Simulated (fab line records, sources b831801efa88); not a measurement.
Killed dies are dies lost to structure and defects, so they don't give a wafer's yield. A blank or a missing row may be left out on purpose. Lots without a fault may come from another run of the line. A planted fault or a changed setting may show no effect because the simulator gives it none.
Problem report in the 8D (eight disciplines) form, filled by code | flow gf180mcu | the parts of the form that need people (team, actions taken, sign-off) are left out

1. THE PROBLEM
killed_at_M0_to_M3 at GF_PASSIVATION_PROBE_99 reads a mean of 56 on 6 wafers of 2 lots; wafers without a fault read 21 with a standard deviation of 4.4. That is +8.0 standard deviations from the usual mean.
First seen on wafer L444.1, day 33 23:32, on prober-01. The record holds 6 wafers of 2 lots with a number at this step. Rule for "out", or "out of limits": more than 4 standard deviations from the usual mean. The other wafers with a number count as sound.

2. WHAT IT IS AND WHAT IT IS NOT
question                    | is                     | is not
which readings at this step | killed_at_M0_to_M3     | killed_at_contacts, killed_open, killed_short, sort_bin_6_memory
which lots                  | L444, L446             | -
which wafers of those lots  | all that have a number | -
read on which tools         | prober-01              | -
when                        | from day 33 23:32      | up to then (0 sound wafers)

3. SUSPECTS, AND WHAT RULES EACH OUT
Counting: a tool at a process step up to the reading stays a suspect if it ran every lot that is out and no sound lot after the first of them.
- pvd_sputter-03 at GF_V2_SPUTTER_21 (material Ti, target thk 15 nm, time 80.02 s): kept. It ran every lot that is out, first L444 (day 26 15:48), and no sound lot after that.
- rie_diel-02 at GF_V4_ETCH_16 (etches BARC in N2/H2): kept. It ran every lot that is out, first L444 (day 30 03:53), and no sound lot after that.
- pvd_sputter-02 at GF_MIM_SPUTTER_09 (material TiN, target thk 35 nm, time 29.2 s): kept. It ran every lot that is out, first L444 (day 30 05:38), and no sound lot after that.
- prober-01 at GF_PASSIVATION_PROBE_99: kept. It ran every lot that is out, first L444 (day 33 23:32), and no sound lot after that. Its own readings are out on those wafers: killed_at_M0_to_M3.
Left after counting: pvd_sputter-03 at GF_V2_SPUTTER_21, rie_diel-02 at GF_V4_ETCH_16, pvd_sputter-02 at GF_MIM_SPUTTER_09, prober-01 at GF_PASSIVATION_PROBE_99.

4. THE CAUSE (what the simulator had put in)
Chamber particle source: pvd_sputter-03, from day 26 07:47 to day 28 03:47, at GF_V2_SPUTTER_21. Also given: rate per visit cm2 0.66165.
Counting left 4 suspects, and this tool is among them.

5. THE CHAIN OF EFFECTS, in route order
Each row: a reading whose mean over the struck wafers that have a number lies more than 3 standard deviations from the usual. Only readings for which the record gives a usual standard deviation are gone through. hours: the time from each lot's start at the first step in this table that gives one to its start at this step, as a median over the lots. sigmas: the change in usual standard deviations.
hours | step                    | reading              | usual  | on struck wafers | change | sigmas
0     | GF_PASSIVATION_PROBE_99 | defect_limited_yield | 90.3 % | 83.5             | -6.8   | -4.9
0     | GF_PASSIVATION_PROBE_99 | killed_at_M0_to_M3   | 21     | 56               | +35    | +8.0
0     | GF_PASSIVATION_PROBE_99 | killed_dies          | 48     | 81               | +33    | +4.8
0     | GF_PASSIVATION_PROBE_99 | sort_bin_3_pad_short | 0.4 %  | 1.8              | +1.4   | +4.4
0     | GF_PASSIVATION_PROBE_99 | sort_bin_5_function  | 5.7 %  | 10.8             | +5.0   | +4.6
0     | GF_PASSIVATION_PROBE_99 | sort_n_pass          | 444    | 411              | -33    | -4.8
0     | GF_PASSIVATION_PROBE_99 | sort_yield_pct       | 90.3 % | 83.5             | -6.8   | -4.9
The process steps in it:
- GF_PASSIVATION_PROBE_99

6. WHAT WOULD HAVE CAUGHT IT SOONER
In this record the first reading out of limits was taken at day 33 23:32, 184 hours after the fault began at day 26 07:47.
Of the tool readings at GF_V2_SPUTTER_21 for which the record gives a usual standard deviation, none was out on any struck wafer, so an alarm limit of 4 standard deviations on them would not have fired.
All the lots that are out (2) had begun GF_V2_SPUTTER_21 on pvd_sputter-03 by day 33 23:32. A hold on the tool at that time would have spared none of them.
